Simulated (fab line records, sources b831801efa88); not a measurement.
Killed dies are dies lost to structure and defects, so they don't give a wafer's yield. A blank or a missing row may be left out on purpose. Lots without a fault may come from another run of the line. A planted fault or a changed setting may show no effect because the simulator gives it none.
Tool commonality check | flow sky130 | 12 lots, 36 wafers sampled

WHY IT WAS OPENED
At SKY_NWELL_RS_MEAS_29 the reading NWELL_RS is flagged on 2 of 12 lots. Wafers without a fault read 624.6 ohm/sq, standard deviation 1.5.
Rule: a lot is flagged when every wafer of it that has a number lies more than 4 standard deviations from that mean, or none has a number. The other lots count as sound.

lot  | measured     | on            | NWELL_RS (ohm/sq), wafer by wafer | flag
L493 | day 5 19:38  | film_metro-03 | 624.1 625.0 626.0                 |
L494 | day 6 02:01  | film_metro-01 | 625.0 623.3 622.5                 |
L495 | day 6 08:43  | film_metro-01 | 647.7 647.0 648.1                 | FLAGGED
L498 | day 7 04:34  | film_metro-03 | 646.3 648.3 646.2                 | FLAGGED
L499 | day 7 05:45  | film_metro-01 | 623.8 625.2 624.7                 |
L506 | day 8 23:44  | film_metro-02 | 623.8 622.8 624.2                 |
L505 | day 9 00:53  | film_metro-03 | 625.2 628.0 629.1                 |
L508 | day 9 13:18  | film_metro-02 | 624.5 623.3 622.9                 |
L510 | day 10 03:38 | film_metro-02 | 624.3 625.2 625.1                 |
L512 | day 10 17:09 | film_metro-02 | 627.9 626.4 625.6                 |
L513 | day 10 22:26 | film_metro-03 | 626.9 622.0 623.4                 |
L514 | day 11 03:56 | film_metro-02 | 625.6 626.2 625.6                 |
The numbers of the flagged lots are 647.3 ohm/sq on average: +22.7 ohm/sq against the usual, or +15 standard deviations.

WHICH TOOL RAN EACH LOT
The record holds 3 process steps before the reading, out of a route of 708 steps. In each cell: the tool, then ch and the chambers that the sampled wafers went through, then the start.
lot  | flag    | SKY_DNWELL_STRIP_08                 | SKY_NWELL_IMPLANT_13            | SKY_NWELL_STRIP_14
L493 |         | plasma_asher-01 ch 0,1, day 3 16:02 | implanter-03 ch 0, day 5 02:04  | plasma_asher-04 ch 1, day 5 02:11
L494 |         | plasma_asher-01 ch 0,1, day 3 21:45 | implanter-03 ch 0, day 5 07:38  | plasma_asher-01 ch 1, day 5 07:47
L495 | FLAGGED | plasma_asher-03 ch 1, day 4 02:18   | implanter-03 ch 0, day 5 14:01  | plasma_asher-01 ch 1, day 5 14:08
L498 | FLAGGED | plasma_asher-03 ch 0,1, day 4 20:37 | implanter-03 ch 0, day 6 08:40  | plasma_asher-01 ch 0,1, day 6 08:49
L499 |         | plasma_asher-02 ch 0,1, day 4 21:02 | implanter-01 ch 0, day 6 09:32  | plasma_asher-03 ch 0,1, day 6 09:41
L506 |         | plasma_asher-02 ch 0,1, day 6 10:57 | implanter-02 ch 0, day 8 02:10  | plasma_asher-01 ch 0,1, day 8 02:17
L505 |         | plasma_asher-02 ch 0,1, day 6 11:35 | implanter-01 ch 0, day 8 03:17  | plasma_asher-03 ch 0,1, day 8 03:26
L508 |         | plasma_asher-03 ch 0,1, day 6 22:11 | implanter-02 ch 0, day 8 15:44  | plasma_asher-03 ch 0,1, day 8 15:53
L510 |         | plasma_asher-03 ch 0,1, day 7 12:13 | implanter-02 ch 0, day 9 05:35  | plasma_asher-01 ch 0,1, day 9 05:44
L512 |         | plasma_asher-02 ch 0,1, day 7 22:42 | implanter-03 ch 0, day 9 17:43  | plasma_asher-04 ch 0,1, day 9 17:53
L513 |         | plasma_asher-01 ch 0,1, day 8 04:14 | implanter-01 ch 0, day 9 23:41  | plasma_asher-04 ch 0,1, day 9 23:50
L514 |         | plasma_asher-02 ch 0, day 8 08:56   | implanter-03 ch 0, day 10 04:07 | plasma_asher-04 ch 0,1, day 10 04:14
What these steps do:
- SKY_DNWELL_STRIP_08: strips in O2/N2.
- SKY_NWELL_IMPLANT_13
- SKY_NWELL_STRIP_14: strips in O2/N2.
- SKY_NWELL_RS_MEAS_29: measures by four-point-probe.

FLAGGED OVER TOTAL, TOOL BY TOOL (the gauges that took the reading come last)
step                 | tool            | lots run | flagged | share of the flagged lots | sound lots run after its first flagged lot
SKY_DNWELL_STRIP_08  | plasma_asher-01 | 3        | 0       | none                      | -
SKY_DNWELL_STRIP_08  | plasma_asher-02 | 5        | 0       | none                      | -
SKY_DNWELL_STRIP_08  | plasma_asher-03 | 4        | 2       | all                       | 2 (L508,L510)
SKY_NWELL_IMPLANT_13 | implanter-01    | 3        | 0       | none                      | -
SKY_NWELL_IMPLANT_13 | implanter-02    | 3        | 0       | none                      | -
SKY_NWELL_IMPLANT_13 | implanter-03    | 6        | 2       | all                       | 2 (L512,L514)
SKY_NWELL_STRIP_14   | plasma_asher-01 | 5        | 2       | all                       | 2 (L506,L510)
SKY_NWELL_STRIP_14   | plasma_asher-03 | 3        | 0       | none                      | -
SKY_NWELL_STRIP_14   | plasma_asher-04 | 4        | 0       | none                      | -
SKY_NWELL_RS_MEAS_29 | film_metro-01   | 3        | 1       | some                      | 1 (L499)
SKY_NWELL_RS_MEAS_29 | film_metro-02   | 5        | 0       | none                      | -
SKY_NWELL_RS_MEAS_29 | film_metro-03   | 4        | 1       | some                      | 2 (L505,L513)

WHAT THE TABLE ALLOWS
3 rows of the table ran every flagged lot: plasma_asher-03 at SKY_DNWELL_STRIP_08, implanter-03 at SKY_NWELL_IMPLANT_13, plasma_asher-01 at SKY_NWELL_STRIP_14.
- plasma_asher-03 at SKY_DNWELL_STRIP_08: 2 of its 4 lots flagged. Sound lots ran on it after the first flagged one (L508, L510), which a lasting fault on the whole tool wouldn't allow.
- implanter-03 at SKY_NWELL_IMPLANT_13: 2 of its 6 lots flagged. Sound lots ran on it after the first flagged one (L512, L514), which a lasting fault on the whole tool wouldn't allow. Its own readings lie more than 4 standard deviations out on every wafer of the flagged lots: dose_ions_cm2, faraday_current_uA.
- plasma_asher-01 at SKY_NWELL_STRIP_14: 2 of its 5 lots flagged. Sound lots ran on it after the first flagged one (L506, L510), which a lasting fault on the whole tool wouldn't allow.
No row of the table ran every flagged lot and no sound lot after the first.

WHAT THE SIMULATOR HAD PUT IN
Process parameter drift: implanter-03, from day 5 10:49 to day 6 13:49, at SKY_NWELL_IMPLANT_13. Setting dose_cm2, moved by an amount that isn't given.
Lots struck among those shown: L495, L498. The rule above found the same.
